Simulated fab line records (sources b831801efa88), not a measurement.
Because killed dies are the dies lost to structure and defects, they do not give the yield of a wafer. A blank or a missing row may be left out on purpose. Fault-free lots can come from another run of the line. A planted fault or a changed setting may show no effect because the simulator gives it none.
The tool behind it: which one? | flow gf180mcu | 11 lots, 33 wafers sampled, at 4 steps of a route of 602

WHAT THE GAUGES READ, wafer by wafer
GF_PSD_RS_MEAS_15: uses a four-point probe to measure.
lot  | measured     | on            | PSD_RS (ohm/sq)
L580 | day 15 08:13 | film-metro-02 | 108.40 108.80 108.56
L582 | day 16 02:38 | film-metro-01 | 108.37 108.27 108.13
L583 | day 16 13:34 | film-metro-02 | 108.26 108.09 108.08
L584 | day 16 19:41 | film-metro-01 | 108.27 108.76 108.45
L585 | day 17 02:49 | film-metro-01 | 100.23 100.34 100.33
L586 | day 17 08:23 | film-metro-04 | 99.80 100.01 100.20
L595 | day 20 15:40 | film-metro-02 | 108.18 108.44 108.25
L597 | day 21 04:43 | film-metro-04 | 108.65 108.85 108.62
L598 | day 21 14:02 | film-metro-02 | 108.46 108.40 108.49
L599 | day 22 10:07 | film-metro-01 | 108.65 108.56 108.93
L600 | day 22 13:26 | film-metro-02 | 108.60 108.20 108.31

WHAT TOOL EACH LOT RAN ON (gives the tool, then ch and the chambers of the sampled wafers, and finally the start)
lot  | GF_HV_LDD_STRIP_37                   | GF_PSD_IMPLANT_09               | GF_PSD_STRIP_10
L580 | plasma-asher-03 ch 0,1, day 12 14:41 | implanter-01 ch 0, day 15 07:40 | plasma-asher-02 ch 0,1, day 15 07:49
L582 | plasma-asher-01 ch 1, day 13 05:49   | implanter-01 ch 0, day 16 02:04 | plasma-asher-02 ch 0,1, day 16 02:11
L583 | plasma-asher-04 ch 0,1, day 13 17:44 | implanter-01 ch 0, day 16 13:01 | plasma-asher-02 ch 0,1, day 16 13:08
L584 | plasma-asher-01 ch 1, day 13 22:25   | implanter-02 ch 0, day 16 19:08 | plasma-asher-01 ch 0,1, day 16 19:15
L585 | plasma-asher-01 ch 0,1, day 14 05:05 | implanter-01 ch 0, day 17 02:15 | plasma-asher-01 ch 0,1, day 17 02:24
L586 | plasma-asher-03 ch 0,1, day 14 09:02 | implanter-01 ch 0, day 17 07:50 | plasma-asher-02 ch 0,1, day 17 07:56
L595 | plasma-asher-04 ch 0,1, day 17 11:27 | implanter-04 ch 0, day 20 15:07 | plasma-asher-03 ch 0,1, day 20 15:16
L597 | plasma-asher-03 ch 0,1, day 18 00:38 | implanter-01 ch 0, day 21 04:10 | plasma-asher-01 ch 0,1, day 21 04:19
L598 | plasma-asher-03 ch 0,1, day 18 09:11 | implanter-04 ch 0, day 21 13:26 | plasma-asher-01 ch 0,1, day 21 13:33
L599 | plasma-asher-04 ch 0, day 19 05:35   | implanter-04 ch 0, day 22 09:29 | plasma-asher-03 ch 0,1, day 22 09:38
L600 | plasma-asher-01 ch 0,1, day 19 08:59 | implanter-04 ch 0, day 22 12:52 | plasma-asher-01 ch 0,1, day 22 12:59
- GF_HV_LDD_STRIP_37: strips in O2/N2.
- GF_PSD_IMPLANT_09
- GF_PSD_STRIP_10: strips in O2/N2.

THE ANSWER, worked out from the rows above alone
Rule: the lots themselves supply what counts as usual. The widest of any qualifying gaps counts: lots, ordered by their means at a reading, are off when they make up no more than a third of the lots, leave a main group of 4 or more, and stand apart from it by 3 or more times the standard deviation of that group's means. The tables above print the reading to a certain number of digits; a main group whose means all agree to those digits is not used. Also off: a lot with no number at a reading for which 4 or more lots have one. All remaining lots with rows at the step are treated as sound.
Off: at GF_PSD_RS_MEAS_15 (PSD_RS), L585, L586. For the main group the mean is 108.45 ohm/sq and the standard deviation 0.19.
A tool fits if, at a process step before that reading, it ran every lot that is off, and no sound lot after the first of them. Gauges at GF_PSD_RS_MEAS_15: tried the same way as those tools. No candidate that was tried fits.

WHAT THE SIMULATOR HAD PUT IN
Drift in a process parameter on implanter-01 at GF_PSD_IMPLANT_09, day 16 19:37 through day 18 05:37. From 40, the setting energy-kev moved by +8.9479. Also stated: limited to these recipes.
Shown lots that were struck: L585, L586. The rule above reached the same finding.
